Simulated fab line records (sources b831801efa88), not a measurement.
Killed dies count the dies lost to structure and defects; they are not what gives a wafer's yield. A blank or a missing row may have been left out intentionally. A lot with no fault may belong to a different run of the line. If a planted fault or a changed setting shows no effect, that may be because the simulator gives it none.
fab line records	flow sfq_line	part 1 of 2: steps 1 to 30 of 40
[record] lots = 5	wafers = 15	last_day = 91
route steps=325 shown M6@257 I6@266 M7@281 I7@296
lots that met no fault: from a run of the same line without faults
start_h: hours from the record's opening day to when the first of the lot's shown wafers began	wait_h: time in hours since the lot's previous step	" unchanged from the row above	L1.1+2: a single row standing in for several wafers	- no value, or no start given	* or withheld: withheld	< > ~ a bound
route shown NAME@n: NAME is a module with steps in the file, n the number in the route of the first one	usual: average and standard deviation across the fault-free wafers	same: alike in all rows	chamber/n: place in a boat	sites: each site's reading	_std_site: the standard deviation of these	_edge_site: mean of outer sites minus mean of inner sites	radius_mm: for every site, how far away it sits from the centre of the wafer	mask NAME#n: copy n	behind: tool/chamber where the wafer was last shaped	hold: why the lot went on hold/how many hours it stayed there/how the hold came to an end	device: whichever transistor did not switch (one of n, p or np)	end of line: at the end of the route, the tests of the same wafers	step lacking rows: just its recipe	killed: dies lost to structure and defects at the first sort, not the wafer's yield	map: shows each die of a wafer: x if killed, . if not, _ if none is there
set.NAME: the setting as run; set.NAME@STEP: as run at that earlier step	model.NAME: the simulator's own value behind a step, which no gauge read
certain route steps with their lots: each step a table, each wafer a row
services: the hour from which a tool's chamber was out of use, counted from the record's first day as start_h (under 0 if before that day), plus the number of hours and why
[[steps]]
[step SFQ_TRILAYER_M6_LITHO_SOFTBAKE_163]
[recipe] temp_c = withheld	time_s = withheld	resist = KrF
lot.wafer	tool	chamber	start_h	wait_h
L076.2+3+5	litho_track-03	0	1655.44	0.2
L077.2+4+6	litho_track-03	0	1672.43	0.2
L083.1+4+5	litho_track-04	0	1761.38	0.2
L086.2+3+6	litho_track-03	0	1861.62	0.2
L092.1+3+5	litho_track-03	0	1903.71	0.2
[step SFQ_TRILAYER_M6_LITHO_EXPOSE_160]
[recipe] mask_id = M6	na = 0.6	source_shape = conventional	sigma_outer = 0.65	target_cd_nm = 500	dose_mj = 14.4
lot.wafer	tool	chamber	start_h	wait_h	mask
L076.2+3+5	krf_scanner-01	0	1658.23	-	M6#0
L077.2+4+6	krf_scanner-02	0	1672.88	-	M6#0
L083.1+4+5	krf_scanner-02	0	1773.95	-	M6#0
L086.2+3+6	krf_scanner-01	0	1954.97	-	M6#0
L092.1+3+5	krf_scanner-02	0	1988.53	-	M6#0
[step SFQ_TRILAYER_M6_LITHO_PEB_162]
[recipe] peb_temp_c = 115	peb_time_s = 60	resist = KrF
lot.wafer	tool	chamber	start_h	wait_h
L076.2+3+5	litho_track-03	0	1659.25	0.8
L077.2+4+6	litho_track-04	0	1673.90	0.8
L083.1+4+5	litho_track-01	0	1775.15	1.0
L086.2+3+6	litho_track-04	0	1955.99	0.8
L092.1+3+5	litho_track-01	0	1989.73	1.0
[step SFQ_TRILAYER_M6_LITHO_DEVELOP_161]
[recipe] time_s = 60	resist = KrF
lot.wafer	tool	chamber	start_h	wait_h
L076.2+3+5	litho_track-03	0	1659.40	0.1
L077.2+4+6	litho_track-04	0	1674.05	0.1
L083.1+4+5	litho_track-01	0	1775.30	0.1
L086.2+3+6	litho_track-04	0	1956.14	0.1
L092.1+3+5	litho_track-01	0	1989.88	0.1
[step SFQ_M6_OVL_MEAS_940]
[usual] M6_OVL = -2/5.8
lot.wafer	tool	chamber	start_h	wait_h	M6_OVL[nm]
L076.2	overlay-02	-	1659.53	0.1	-7
L076.3	"	-	"	"	-2
L076.5	"	-	"	"	-5
L077.2	overlay-02	-	1674.18	0.1	-4
L077.4	"	-	"	"	-6
L077.6	"	-	"	"	-5
L083.1	overlay-02	-	1775.45	0.1	5
L083.4	"	-	"	"	6
L083.5	"	-	"	"	2
L086.2	overlay-01	-	1956.27	0.1	4
L086.3	"	-	"	"	0
L086.6	"	-	"	"	4
L092.1	overlay-02	-	1990.03	0.1	3
L092.3	"	-	"	"	-3
L092.5	"	-	"	"	-4
[step SFQ_TRILAYER_M6_BARC_OPEN_METAL_ETCH_206]
[recipe] mask_material = PR	chemistry = O2	target_depth_nm = 125	target = BARC	icp_w = 600	bias_w = 80	pressure_mtorr = 10	time_s = 41.7
[usual] drypump_motor_current_A = 5.6/0.48	oes_product_au = 0.685/0.0044
lot.wafer	tool	chamber	start_h	wait_h	drypump_motor_current_A	oes_product_au	rf_hours_counter_h
L076.2	rie_metal-02	1	1659.56	0.0	6.4	0.688	35
L076.3	"	0	"	"	5.3	0.690	-
L076.5	"	0	"	"	5.3	0.683	-
L077.2	rie_metal-02	0	1674.21	0.0	5.3	0.682	82
L077.4	"	0	"	"	5.3	0.685	-
L077.6	"	0	"	"	5.3	0.687	-
L083.1	rie_metal-02	0	1775.49	0.0	5.3	0.690	98
L083.4	"	1	"	"	6.4	0.685	-
L083.5	"	1	"	"	6.4	0.687	-
L086.2	rie_metal-01	1	1956.32	0.0	5.4	0.684	-
L086.3	"	1	"	"	5.4	0.686	-
L086.6	"	1	"	"	5.4	0.686	-
L092.1	rie_metal-01	1	1990.07	0.0	5.4	0.686	72
L092.3	"	0	"	"	5.4	0.689	-
L092.5	"	1	"	"	5.4	0.679	-
[step SFQ_TRILAYER_M6_ETCH_METAL_ETCH_162]
[recipe] target = Nb	stop_on = SiO2	mask_material = PR	chemistry = Cl2/Ar	target_depth_nm = 240	icp_w = 600	bias_w = 80	pressure_mtorr = 10	time_s = 120
[usual] drypump_motor_current_A = 5.6/0.48	oes_product_au = 0.892/0.0082
lot.wafer	tool	chamber	start_h	wait_h	drypump_motor_current_A	oes_product_au	rf_hours_counter_h
L076.2	rie_metal-02	1	1659.62	0.0	6.4	0.895	35
L076.3	"	0	"	"	5.3	0.893	-
L076.5	"	0	"	"	5.3	0.889	-
L077.2	rie_metal-02	0	1674.27	0.0	5.3	0.905	82
L077.4	"	0	"	"	5.3	0.891	-
L077.6	"	0	"	"	5.3	0.883	-
L083.1	rie_metal-02	0	1775.55	0.0	5.3	0.892	98
L083.4	"	1	"	"	6.4	0.890	-
L083.5	"	1	"	"	6.5	0.887	-
L086.2	rie_metal-01	1	1956.46	0.1	5.3	0.878	-
L086.3	"	1	"	"	5.4	0.880	-
L086.6	"	1	"	"	5.4	0.899	-
L092.1	rie_metal-01	1	1990.12	0.0	5.4	0.885	72
L092.3	"	0	"	"	5.4	0.883	-
L092.5	"	1	"	"	5.4	0.877	-
[step SFQ_TRILAYER_M6_STRIP_STRIP_163]
[recipe] gas = O2	power_w = 200	platen_temp_c = 40	overash_fraction = 0.65	chemistry = O2	pressure_mtorr = 50
[usual] drypump_motor_current_A = 5.6/0.48	oes_product_au = 1.002/0.0083
lot.wafer	tool	chamber	start_h	wait_h	drypump_motor_current_A	oes_product_au	rf_hours_counter_h
L076.2	rie_metal-02	1	1659.75	0.1	6.4	0.991	35
L076.3	"	0	"	"	5.3	1.010	-
L076.5	"	0	"	"	5.3	1.009	-
L077.2	rie_metal-02	0	1674.40	0.1	5.3	1.003	82
L077.4	"	0	"	"	5.3	1.009	-
L077.6	"	0	"	"	5.3	1.004	-
L083.1	rie_metal-02	0	1775.67	0.1	5.3	1.004	98
L083.4	"	1	"	"	6.4	0.993	-
L083.5	"	1	"	"	6.4	1.001	-
L086.2	rie_metal-01	1	1956.87	0.4	5.4	1.014	-
L086.3	"	1	"	"	5.4	1.004	-
L086.6	"	1	"	"	5.4	1.012	-
L092.1	rie_metal-01	1	1990.25	0.1	5.4	1.013	72
L092.3	"	0	"	"	5.4	0.999	-
L092.5	"	1	"	"	5.3	1.026	-
[step SFQ_TRILAYER_M6_STRIP_SOLV_CLEAN_164]
[recipe] chemistry = NMP	temp_c = 70	time_s = 600
lot.wafer	tool	chamber	start_h	wait_h
L076.2+3+5	wet_bench-02	4,0,2	1660.35	0.4
L077.2+4+6	wet_bench-03	1,7,2	1675.00	0.4
L083.1+4+5	wet_bench-03	2,5,7	1776.27	0.4
L086.2+3+6	wet_bench-03	5,4,1	1957.87	0.8
L092.1+3+5	wet_bench-03	4,0,3	1990.85	0.4
[step SFQ_TRILAYER_I6_DEP_PECVD_165]
[recipe] material = SiO2	temp_c = 150	time_s = 111.11	pressure_torr = 2.4	rf_w = 183.3	precursor = SiH4/N2O	target_thk_nm = 500
[usual] heater_power_w = 93/14	throttle_valve_pct = 25.6/1.8
lot.wafer	tool	chamber	start_h	wait_h	heater_power_w	throttle_valve_pct
L076.2	pecvd-04	0	1660.52	0.0	96	24.6
L076.3	"	2	"	"	99	23.2
L076.5	"	1	"	"	89	25.5
L077.2	pecvd-02	2	1675.17	0.0	114	29.4
L077.4	"	1	"	"	102	26.0
L077.6	"	2	"	"	121	29.9
L083.1	pecvd-02	2	1776.45	0.0	115	29.6
L083.4	"	0	"	"	69	24.8
L083.5	"	1	"	"	98	25.6
L086.2	pecvd-03	0	1958.05	0.0	99	27.2
L086.3	"	1	"	"	94	24.6
L086.6	"	2	"	"	72	23.6
L092.1	pecvd-04	0	1991.02	0.0	109	25.3
L092.3	"	2	"	"	96	23.8
L092.5	"	1	"	"	86	26.3
[step SFQ_TRILAYER_I6_CMP_CMP_166]
[recipe] material = SiO2	down_force_psi = 3	platen_rpm = 60	pad_velocity_m_s = 0.94248
[usual] edge_zone_pressure_frac = 1.000/0.0051	motor_current_A = 10.2/0.74	time_to_endpoint_s = 221/8.5
lot.wafer	tool	chamber	start_h	wait_h	edge_zone_pressure_frac	motor_current_A	time_to_endpoint_s
L076.2	cmp-02	0	1663.05	2.5	1.001	8.6	205
L076.3	"	2	1664.05	3.5	0.994	11.5	198
L076.5	"	1	1665.55	5.0	0.998	10.5	216
L077.4	cmp-01	3	1675.25	0.0	0.994	10.3	230
L077.2	"	1	1676.25	1.0	1.014	10.4	220
L077.6	"	0	1677.75	2.5	0.998	10.8	220
L083.4	cmp-01	1	1777.03	0.5	1.003	9.6	224
L083.1	"	3	1778.03	1.5	1.009	10.4	223
L083.5	"	0	"	"	1.007	10.7	216
L086.2	cmp-01	1	1958.12	0.0	1.006	10.1	216
L086.3	"	3	1959.12	1.0	1.000	10.1	221
L086.6	"	1	1960.12	2.0	0.998	10.5	226
L092.3	cmp-01	3	1994.29	3.2	1.007	10.2	224
L092.1	"	2	1995.79	4.7	1.000	10.1	207
L092.5	"	3	"	"	1.004	10.4	221
[step SFQ_I6_BOW_MEAS_941]
[recipe] mode = bow
[usual] I6_BOW = 6/9.8
lot.wafer	tool	chamber	start_h	wait_h	I6_BOW[um]
L076.2	film_metro-03	-	1666.07	2.5	-1
L076.3	"	-	"	"	2
L076.5	"	-	"	"	-10
L077.2	film_metro-02	-	1678.27	1.5	8
L077.4	"	-	"	"	10
L077.6	"	-	"	"	-1
L083.1	film_metro-03	-	1779.53	1.0	26
L083.4	"	-	"	"	22
L083.5	"	-	"	"	11
L086.2	film_metro-02	-	1961.14	2.5	-5
L086.3	"	-	"	"	0
L086.6	"	-	"	"	-5
L092.1	film_metro-03	-	1997.29	1.0	8
L092.3	"	-	"	"	4
L092.5	"	-	"	"	4
[step SFQ_TRILAYER_I6_METRO_MEASURE_167]
[usual] thk_nm = 200.8/1.2
lot.wafer	tool	chamber	start_h	wait_h	thk_nm
L076.2	film_metro-03	-	1666.37	0.3	200.4
L076.3	"	-	"	"	199.1
L076.5	"	-	"	"	202.0
L077.2	film_metro-02	-	1678.57	0.3	200.6
L077.4	"	-	"	"	201.0
L077.6	"	-	"	"	199.6
L083.1	film_metro-03	-	1779.65	0.1	199.7
L083.4	"	-	"	"	199.4
L083.5	"	-	"	"	199.3
L086.2	film_metro-02	-	1961.44	0.3	200.6
L086.3	"	-	"	"	200.9
L086.6	"	-	"	"	201.5
L092.1	film_metro-03	-	1997.41	0.1	199.3
L092.3	"	-	"	"	200.5
L092.5	"	-	"	"	201.1
[step SFQ_TRILAYER_I6_VIA_LITHO_COAT_174]
[recipe] resist = BARC	spin_rpm = 3000	resist_thk_nm = 62
lot.wafer	tool	chamber	start_h	wait_h
L076.2+3+5	litho_track-02	0	1667.42	0.8
L077.2+4+6	litho_track-02	0	1679.62	0.8
L083.1+4+5	litho_track-01	0	1780.85	1.0
L086.2+3+6	litho_track-03	0	1962.49	0.8
L092.1+3+5	litho_track-03	0	1998.61	1.0
[step SFQ_TRILAYER_I6_VIA_LITHO_COAT_169]
[recipe] resist = KrF	spin_rpm = 3000	resist_thk_nm = 650
lot.wafer	tool	chamber	start_h	wait_h
L076.2+3+5	litho_track-02	0	1667.72	0.2
L077.2+4+6	litho_track-02	0	1679.92	0.2
L083.1+4+5	litho_track-01	0	1781.15	0.2
L086.2+3+6	litho_track-03	0	1962.79	0.2
L092.1+3+5	litho_track-03	0	1998.91	0.2
[step SFQ_TRILAYER_I6_VIA_LITHO_SOFTBAKE_173]
[recipe] temp_c = withheld	time_s = withheld	resist = KrF
lot.wafer	tool	chamber	start_h	wait_h
L076.2+3+5	litho_track-02	0	1668.00	0.2
L077.2+4+6	litho_track-02	0	1680.20	0.2
L083.1+4+5	litho_track-01	0	1781.45	0.2
L086.2+3+6	litho_track-03	0	1963.07	0.2
L092.1+3+5	litho_track-03	0	1999.21	0.2
[step SFQ_TRILAYER_I6_VIA_LITHO_EXPOSE_170]
[recipe] mask_id = I6	na = 0.6	source_shape = conventional	sigma_outer = 0.65	target_cd_nm = 700	dose_mj = 21.3
lot.wafer	tool	chamber	start_h	wait_h	mask
L076.2+3+5	krf_scanner-01	0	1766.48	-	I6#0
L077.2+4+6	krf_scanner-01	0	1778.48	-	I6#0
L083.1+4+5	krf_scanner-01	0	1868.24	-	I6#0
L086.2+3+6	krf_scanner-01	0	1967.25	-	I6#0
L092.1+3+5	krf_scanner-01	0	1999.36	-	I6#0
[step SFQ_TRILAYER_I6_VIA_LITHO_PEB_172]
[recipe] peb_temp_c = 115	peb_time_s = 60	resist = KrF
lot.wafer	tool	chamber	start_h	wait_h
L076.2+3+5	litho_track-02	0	1767.50	0.8
L077.2+4+6	litho_track-02	0	1779.50	0.8
L083.1+4+5	litho_track-03	0	1869.44	1.0
L086.2+3+6	litho_track-01	0	1968.27	0.8
L092.1+3+5	litho_track-01	0	2000.56	1.0
[step SFQ_TRILAYER_I6_VIA_LITHO_DEVELOP_171]
[recipe] time_s = 60	resist = KrF
lot.wafer	tool	chamber	start_h	wait_h
L076.2+3+5	litho_track-02	0	1767.65	0.1
L077.2+4+6	litho_track-02	0	1779.65	0.1
L083.1+4+5	litho_track-03	0	1869.59	0.1
L086.2+3+6	litho_track-01	0	1968.42	0.1
L092.1+3+5	litho_track-01	0	2000.71	0.1
[step SFQ_I6_OVL_MEAS_942]
[usual] I6_OVL = 0/4.6
lot.wafer	tool	chamber	start_h	wait_h	I6_OVL[nm]
L076.2	overlay-02	-	1767.78	0.1	10
L076.3	"	-	"	"	7
L076.5	"	-	"	"	-3
L077.2	overlay-01	-	1779.78	0.1	-2
L077.4	"	-	"	"	-2
L077.6	"	-	"	"	2
L083.1	overlay-02	-	1869.74	0.1	-2
L083.4	"	-	"	"	-5
L083.5	"	-	"	"	-4
L086.2	overlay-02	-	1968.56	0.1	1
L086.3	"	-	"	"	0
L086.6	"	-	"	"	1
L092.1	overlay-01	-	2000.86	0.1	-6
L092.3	"	-	"	"	-3
L092.5	"	-	"	"	3
[step SFQ_TRILAYER_I6_VIA_BARC_OPEN_VIA_ETCH_235]
[recipe] mask_material = PR	chemistry = O2	target_depth_nm = 125	target = BARC	source_w = 500	bias_w = 80	pressure_mtorr = 30	time_s = 41.7
[usual] drypump_motor_current_A = 5.3/0.42	oes_product_au = 0.685/0.0051
lot.wafer	tool	chamber	start_h	wait_h	drypump_motor_current_A	oes_product_au	rf_hours_counter_h
L076.2	rie_diel-02	2	1767.81	0.0	5.0	0.689	18
L076.3	"	1	"	"	4.9	0.679	2
L076.5	"	0	"	"	5.5	0.686	-
L077.2	rie_diel-02	2	1779.81	0.0	5.0	0.681	18
L077.4	"	3	"	"	4.9	0.689	6
L077.6	"	1	"	"	4.9	0.686	-
L083.1	rie_diel-01	3	1869.78	0.0	5.6	0.685	17
L083.4	"	2	"	"	6.3	0.690	17
L083.5	"	2	"	"	6.3	0.679	-
L086.2	rie_diel-02	3	1968.59	0.0	4.9	0.693	8
L086.3	"	2	"	"	5.0	0.682	1
L086.6	"	1	"	"	4.9	0.688	-
L092.1	rie_diel-01	0	2000.89	0.0	5.6	0.699	0
L092.3	"	2	"	"	6.3	0.694	0
L092.5	"	2	"	"	6.3	0.688	-
[step SFQ_TRILAYER_I6_VIA_ETCH_VIA_ETCH_172]
[recipe] target = SiO2	stop_on = Nb	mask_material = PR	taper_deg = 20	chemistry = CHF3	target_depth_nm = 260	source_w = 500	bias_w = 80	pressure_mtorr = 30	time_s = withheld
[usual] drypump_motor_current_A = 5.3/0.42	oes_product_au = 0.857/0.0057
lot.wafer	tool	chamber	start_h	wait_h	drypump_motor_current_A	oes_product_au
L076.2	rie_diel-02	2	1767.85	0.0	5.0	0.862
L076.3	"	1	"	"	4.9	0.856
L076.5	"	0	"	"	5.5	0.855
L077.2	rie_diel-02	2	1779.85	0.0	5.0	0.854
L077.4	"	3	"	"	4.9	0.863
L077.6	"	1	"	"	4.9	0.850
L083.1	rie_diel-01	3	1869.82	0.0	5.6	0.850
L083.4	"	2	"	"	6.3	0.847
L083.5	"	2	"	"	6.3	0.851
L086.2	rie_diel-02	3	1968.63	0.0	4.9	0.859
L086.3	"	2	"	"	5.0	0.856
L086.6	"	1	"	"	4.9	0.852
L092.1	rie_diel-01	0	2000.93	0.0	5.6	0.850
L092.3	"	2	"	"	6.3	0.851
L092.5	"	2	"	"	6.3	0.851
[step SFQ_TRILAYER_I6_VIA_STRIP_STRIP_173]
[recipe] gas = O2	power_w = 200	platen_temp_c = 40	overash_fraction = 0.65	chemistry = O2	pressure_mtorr = 50
[usual] drypump_motor_current_A = 5.6/0.41	oes_product_au = 1.001/0.0073
lot.wafer	tool	chamber	start_h	wait_h	drypump_motor_current_A	oes_product_au	rf_hours_counter_h
L076.2	rie_metal-03	1	1767.97	-	5.8	1.003	57
L076.3	"	0	"	"	5.5	1.002	-
L076.5	"	0	"	"	5.5	1.016	-
L077.2	rie_metal-03	0	1779.97	-	5.5	1.000	86
L077.4	"	1	"	"	5.8	0.998	-
L077.6	"	1	"	"	5.8	0.996	-
L083.1	rie_metal-02	0	1869.93	-	5.3	1.009	112
L083.4	"	1	"	"	6.4	0.996	-
L083.5	"	0	"	"	5.3	1.006	-
L086.2	rie_metal-03	0	1968.74	-	5.5	1.013	110
L086.3	"	1	"	"	5.8	1.001	-
L086.6	"	1	"	"	5.8	0.999	-
L092.1	rie_metal-03	0	2001.05	-	5.5	0.996	114
L092.3	"	0	"	"	5.5	1.008	-
L092.5	"	0	"	"	5.5	0.998	-
[step SFQ_TRILAYER_I6_VIA_STRIP_SOLV_CLEAN_174]
[recipe] chemistry = NMP	temp_c = 70	time_s = 600
lot.wafer	tool	chamber	start_h	wait_h
L076.2+3+5	wet_bench-01	2,0,7	1768.57	0.4
L077.2+4+6	wet_bench-01	0,4,5	1780.57	0.4
L083.1+4+5	wet_bench-02	7,4,3	1870.53	0.4
L086.2+3+6	wet_bench-03	3,7,2	1969.34	0.4
L092.1+3+5	wet_bench-01	7,6,1	2001.65	0.4
[step SFQ_TRILAYER_M7_DEP_PRE_CLEAN_176]
[recipe] gas = Ar	time_s = 22.5	bias_v = 250
lot.wafer	tool	chamber	start_h	wait_h
L076.2+3+5	pvd_sputter-06	-	1768.74	0.0
L077.2+4+6	pvd_sputter-06	-	1780.74	0.0
L083.1+4+5	pvd_sputter-04	-	1870.71	0.0
L086.2+3+6	pvd_sputter-06	-	1969.51	0.0
L092.1+3+5	pvd_sputter-03	-	2002.00	0.0
[step SFQ_TRILAYER_M7_DEP_SPUTTER_175]
[recipe] material = Nb	base_pressure_pa = 1.33e-06	chamber_pressure_pa = 0.1333	substrate_temp_c = 20	target_thk_nm = 200	power_w = 2000	time_s = 133.3
[usual] throttle_valve_pct = 30.5/0.86
lot.wafer	tool	chamber	start_h	wait_h	throttle_valve_pct
L076.2	pvd_sputter-06	-	1768.77	0.0	30.4
L076.3	"	-	"	"	31.1
L076.5	"	-	"	"	30.2
L077.2	pvd_sputter-06	-	1780.77	0.0	30.5
L077.4	"	-	"	"	32.8
L077.6	"	-	"	"	30.8
L083.1	pvd_sputter-04	-	1870.74	0.0	29.7
L083.4	"	-	"	"	29.3
L083.5	"	-	"	"	30.6
L086.2	pvd_sputter-06	-	1969.54	0.0	30.2
L086.3	"	-	"	"	32.9
L086.6	"	-	"	"	30.3
L092.1	pvd_sputter-03	-	2002.03	0.0	30.0
L092.3	"	-	"	"	31.0
L092.5	"	-	"	"	31.2
[step SFQ_M7_RS_MEAS_943]
[recipe] thk_meas_gauge = four-point-probe	reads = Nb_of_TRILAYER_M7_DEP_SPUTTER_175
[usual] M7_NB_RS = 0.890/0.013
lot.wafer	tool	chamber	start_h	wait_h	M7_NB_RS[ohm/sq]
L076.2	film_metro-03	-	1768.88	0.1	0.898
L076.3	"	-	"	"	0.900
L076.5	"	-	"	"	0.904
L077.2	film_metro-01	-	1780.88	0.1	0.923
L077.4	"	-	"	"	0.896
L077.6	"	-	"	"	0.906
L083.1	film_metro-02	-	1870.83	0.0	0.874
L083.4	"	-	"	"	0.892
L083.5	"	-	"	"	0.888
L086.2	film_metro-03	-	1969.65	0.1	0.880
L086.3	"	-	"	"	0.885
L086.6	"	-	"	"	0.888
L092.1	film_metro-01	-	2002.12	0.0	0.900
L092.3	"	-	"	"	0.895
L092.5	"	-	"	"	0.895
[step SFQ_TRILAYER_M7_LITHO_COAT_182]
[recipe] resist = BARC	spin_rpm = 3000	resist_thk_nm = 62
lot.wafer	tool	chamber	start_h	wait_h
L076.2+3+5	litho_track-02	0	1769.09	0.1
L077.2+4+6	litho_track-03	0	1781.09	0.1
L083.1+4+5	litho_track-02	0	1871.01	0.1
L086.2+3+6	litho_track-02	0	1969.86	0.1
L092.1+3+5	litho_track-03	0	2002.30	0.1
[step SFQ_TRILAYER_M7_LITHO_COAT_177]
[recipe] resist = KrF	spin_rpm = 3000	resist_thk_nm = 600
lot.wafer	tool	chamber	start_h	wait_h
L076.2+3+5	litho_track-02	0	1769.39	0.2
L077.2+4+6	litho_track-03	0	1781.39	0.2
L083.1+4+5	litho_track-02	0	1871.31	0.2
L086.2+3+6	litho_track-02	0	1970.16	0.2
L092.1+3+5	litho_track-03	0	2002.60	0.2
[step SFQ_TRILAYER_M7_LITHO_SOFTBAKE_181]
[recipe] temp_c = withheld	time_s = withheld	resist = KrF
lot.wafer	tool	chamber	start_h	wait_h
L076.2+3+5	litho_track-02	0	1769.67	0.2
L077.2+4+6	litho_track-03	0	1781.67	0.2
L083.1+4+5	litho_track-02	0	1871.61	0.2
L086.2+3+6	litho_track-02	0	1970.44	0.2
L092.1+3+5	litho_track-03	0	2002.90	0.2
